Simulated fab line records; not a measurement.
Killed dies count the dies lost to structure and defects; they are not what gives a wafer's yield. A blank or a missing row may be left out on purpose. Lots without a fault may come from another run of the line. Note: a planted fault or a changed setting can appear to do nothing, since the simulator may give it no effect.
8D (eight disciplines) problem report, filled in by code + flow gf180mcu + the parts of the form that need people (team, actions taken, sign-off) are left out

## 1. WHAT IS WRONG
At GF_HV_LDD_IMPLANT_21, dose_ions_cm2 averages 4.728e+13 over 6 wafers from 2 lots, while fault-free wafers read 4.999e+13, standard deviation 5.2e+10. That puts it -52 standard deviations away from the usual mean.
Earliest sighting: wafer L696.1 on implanter-02 at day 14 21:19. The record holds 39 wafers of 13 lots with a number at this step. Rule for "out", or "out of limits": more than 4 standard deviations from the usual mean. All remaining wafers that have a number are taken as sound.

## 2. WHAT IT IS; WHAT IT IS NOT
| question                    | is                     | is not                                                                    |
|-----------------------------|------------------------|---------------------------------------------------------------------------|
| which readings at this step | dose_ions_cm2          | -                                                                         |
| which lots                  | L696, L697             | L684, L685, L686, L687, L688, L689, L690, L692, L695, L701, L704          |
| which wafers of those lots  | all that have a number | -                                                                         |
| read on which tools         | implanter-02           | implanter-01, implanter-03                                                |
| when                        | from day 14 21:19      | up to then (27 sound wafers); but 6 sound wafers of L701, L704 came after |

## 3. WHAT RULES OUT EACH SUSPECT
Counting: any tool at a process step up to the reading is kept as a suspect provided that every lot that is out went through it and no sound lot did after the first of them.
- implanter-02 at GF_HV_LDD_IMPLANT_21: kept. It ran every lot that is out, first L696 (day 14 21:19), and no sound lot after that; its last sound lot up to then is L695 (day 14 16:26). Its own readings are out on those wafers: dose_ions_cm2.
Remaining after the count: implanter-02 at GF_HV_LDD_IMPLANT_21.

## 4. THE CAUSE (what the simulator had put in)
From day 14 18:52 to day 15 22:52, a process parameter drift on implanter-02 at GF_HV_LDD_IMPLANT_21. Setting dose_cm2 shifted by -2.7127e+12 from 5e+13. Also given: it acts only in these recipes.
The count eliminated every tool but this one.

## 5. SEQUENCE OF EFFECTS, ordered by route
Each row: a reading whose mean over the struck wafers that have a number lies more than 3 standard deviations from the usual. Scope: only readings with a usual standard deviation given in the record; hours: median across lots of the time from each lot's start at the first step in this table that gives one to its start at this step; sigmas: change in usual standard deviations.
| hours | step                 | reading       | usual     | on struck wafers | change     | sigmas |
|-------|----------------------|---------------|-----------|------------------|------------|--------|
| 0     | GF_HV_LDD_IMPLANT_21 | dose_ions_cm2 | 4.999e+13 | 4.728e+13        | -2.707e+12 | -52    |
It contains these process steps:
- GF_HV_LDD_IMPLANT_21
Later measuring or inspecting steps at which every struck wafer that the step has a row for has a number for every such reading, and none has moved that far: GF_HV_LDD_TW_MEAS_23, GF_CONTACT_THK_MEAS_26.

## 6. WHAT WOULD HAVE CAUGHT IT SOONER
In this record no reading fell out of limits until day 14 21:19, 2 hours after the fault had begun at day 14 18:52.
